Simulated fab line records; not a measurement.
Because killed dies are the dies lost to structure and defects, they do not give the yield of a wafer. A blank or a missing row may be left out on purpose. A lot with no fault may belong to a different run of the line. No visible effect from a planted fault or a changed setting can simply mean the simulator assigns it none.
Which tool did it? -- flow gf180mcu -- 36 wafers from 12 lots sampled at 5 of the route's 602 steps

== WHAT EACH GAUGE READ, for each wafer ==
GF_M3_THK_MEAS_06: measures by xrf.
lot,measured,on,M3_ALCU_THK (nm)
L075,day 20 16:34,film-metro-03,454 456 447
L077,day 21 06:42,film-metro-02,448 455 451
L079,day 22 02:15,film-metro-03,456 453 441
L081,day 23 04:20,film-metro-03,448 448 445
L083,day 23 21:06,film-metro-04,457 453 450
L085,day 24 18:47,film-metro-02,457 460 467
L087,day 25 15:31,film-metro-03,452 458 446
L090,day 26 01:21,film-metro-02,461 449 459
L089,day 26 11:43,film-metro-02,463 457 465
L093,day 27 02:25,film-metro-02,452 444 455
L095,day 27 08:26,film-metro-03,440 446 446
L097,day 28 06:58,film-metro-02,456 466 461

== TOOL THAT RAN EACH LOT (tool first, then ch and the chambers of the sampled wafers, then the start) ==
lot,GF_M1_SPUTTER_04,GF_M2_STRIP_17,GF_V2_STRIP_18,GF_M3_SPUTTER_04
L075,"pvd-sputter-04, day 16 10:44","plasma-asher-02 ch 0,1, day 19 12:52","plasma-asher-04 ch 0,1, day 20 14:59","pvd-sputter-02, day 20 16:24"
L077,"pvd-sputter-01, day 17 01:05","plasma-asher-03 ch 0,1, day 20 03:34","plasma-asher-02 ch 0, day 21 04:56","pvd-sputter-02, day 21 06:32"
L079,"pvd-sputter-01, day 17 20:44","plasma-asher-03 ch 0,1, day 20 23:11","plasma-asher-01 ch 0,1, day 22 00:41","pvd-sputter-04, day 22 02:05"
L081,"pvd-sputter-02, day 18 22:09","plasma-asher-03 ch 0,1, day 22 01:43","plasma-asher-01 ch 0,1, day 23 02:32","pvd-sputter-02, day 23 04:07"
L083,"pvd-sputter-01, day 19 16:17","plasma-asher-03 ch 0,1, day 22 19:29","plasma-asher-01 ch 0,1, day 23 19:32","pvd-sputter-02, day 23 20:56"
L085,"pvd-sputter-01, day 20 16:29","plasma-asher-02 ch 0,1, day 23 17:41","plasma-asher-04 ch 0,1, day 24 17:11","pvd-sputter-04, day 24 18:38"
L087,"pvd-sputter-02, day 21 15:46","plasma-asher-03 ch 0,1, day 24 14:58","plasma-asher-01 ch 0,1, day 25 13:56","pvd-sputter-04, day 25 15:21"
L090,"pvd-sputter-02, day 22 03:14","plasma-asher-02 ch 0,1, day 25 01:22","plasma-asher-01 ch 0,1, day 25 23:47","pvd-sputter-04, day 26 01:11"
L089,"pvd-sputter-04, day 22 12:39","plasma-asher-03 ch 0,1, day 25 11:55","plasma-asher-02 ch 0,1, day 26 10:08","pvd-sputter-01, day 26 11:33"
L093,"pvd-sputter-04, day 23 06:18","plasma-asher-04 ch 1, day 26 02:31","plasma-asher-04 ch 1, day 27 00:50","pvd-sputter-02, day 27 02:16"
L095,"pvd-sputter-02, day 23 14:08","plasma-asher-03 ch 0,1, day 26 08:10","plasma-asher-04 ch 0,1, day 27 06:26","pvd-sputter-02, day 27 08:17"
L097,"pvd-sputter-04, day 24 14:09","plasma-asher-02 ch 0,1, day 27 08:08","plasma-asher-04 ch 0,1, day 28 05:23","pvd-sputter-01, day 28 06:48"
- GF_M1_SPUTTER_04: material TiN, target thk 50 nm, time 41.7 s.
- GF_M2_STRIP_17: strips in O2/N2.
- GF_V2_STRIP_18: strips in O2/N2.
- GF_M3_SPUTTER_04: material TiN, target thk 50 nm, time 40.21 s.

== THE ANSWER, worked out from the rows above alone ==
Rule: what is usual is taken from the lots themselves. The widest of any qualifying gaps counts: lots, ordered by their means at a reading, are off when they make up no more than a third of the lots, leave a main group of 4 or more, and stand apart from it by 3 or more times the standard deviation of that group's means. If all means in a main group match to the digits the tables above print for the reading, that group is not used. Also off: a lot with no number at a reading for which 4 or more lots have one. Any other lot the step has rows for is counted as sound.
None of the lots is off at any reading shown; this tells nothing.

== WHAT HAD BEEN PUT IN BY THE SIMULATOR ==
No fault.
